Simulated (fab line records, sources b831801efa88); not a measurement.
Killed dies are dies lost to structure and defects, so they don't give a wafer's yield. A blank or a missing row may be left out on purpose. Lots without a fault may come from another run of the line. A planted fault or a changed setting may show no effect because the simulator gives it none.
Which tool did it? | flow sky130 | 7 lots, 21 wafers sampled, at 2 steps of a route of 708

WHAT THE GAUGES READ, wafer by wafer
SKY_RES_XHIGH_TW_MEAS_09.
lot  | measured     | on            | RES_XHIGH_TW
L456 | day 27 01:28 | film_metro-03 | 1643 1637 1635
L458 | day 27 16:03 | film_metro-03 | 1641 1635 1642
L466 | day 30 23:25 | film_metro-01 | 1530 1519 1516
L470 | day 31 21:43 | film_metro-03 | 1638 1647 1640
L474 | day 33 06:15 | film_metro-03 | 1637 1646 1644
L477 | day 34 00:26 | film_metro-02 | 1667 1653 1667
L478 | day 34 10:24 | film_metro-01 | 1628 1628 1626

WHICH TOOL RAN EACH LOT (tool, then ch and the chambers of the sampled wafers, then the start)
lot  | SKY_RES_XHIGH_IMPLANT_07
L456 | implanter-03 ch 0, day 27 01:13
L458 | implanter-04 ch 0, day 27 15:48
L466 | implanter-02 ch 0, day 30 23:11
L470 | implanter-03 ch 0, day 31 21:30
L474 | implanter-02 ch 0, day 33 06:00
L477 | implanter-04 ch 0, day 34 00:11
L478 | implanter-04 ch 0, day 34 10:09
- SKY_RES_XHIGH_IMPLANT_07

THE ANSWER, worked out from the rows above alone
Rule: what is usual is taken from the lots themselves. Put in order of their means at a reading, lots are off if they are a third of the lots or fewer, leave a main group of 4 or more, and stand apart from it by a gap of 3 or more times the standard deviation of the main group's means; of several such gaps the widest counts. A main group whose means are all the same, to the digits that the tables above print for the reading, isn't used. A lot without any number at a reading at which 4 lots or more have one is off too. The other lots that the step has rows for count as sound.
Off: L466, at SKY_RES_XHIGH_TW_MEAS_09 (RES_XHIGH_TW). The main group: mean 1642, standard deviation 10.
A tool fits if, at a process step before that reading, it ran every lot that is off, and no sound lot after the first of them. The gauges at SKY_RES_XHIGH_TW_MEAS_09 are tried like those tools. None of those tried fits.

WHAT THE SIMULATOR HAD PUT IN
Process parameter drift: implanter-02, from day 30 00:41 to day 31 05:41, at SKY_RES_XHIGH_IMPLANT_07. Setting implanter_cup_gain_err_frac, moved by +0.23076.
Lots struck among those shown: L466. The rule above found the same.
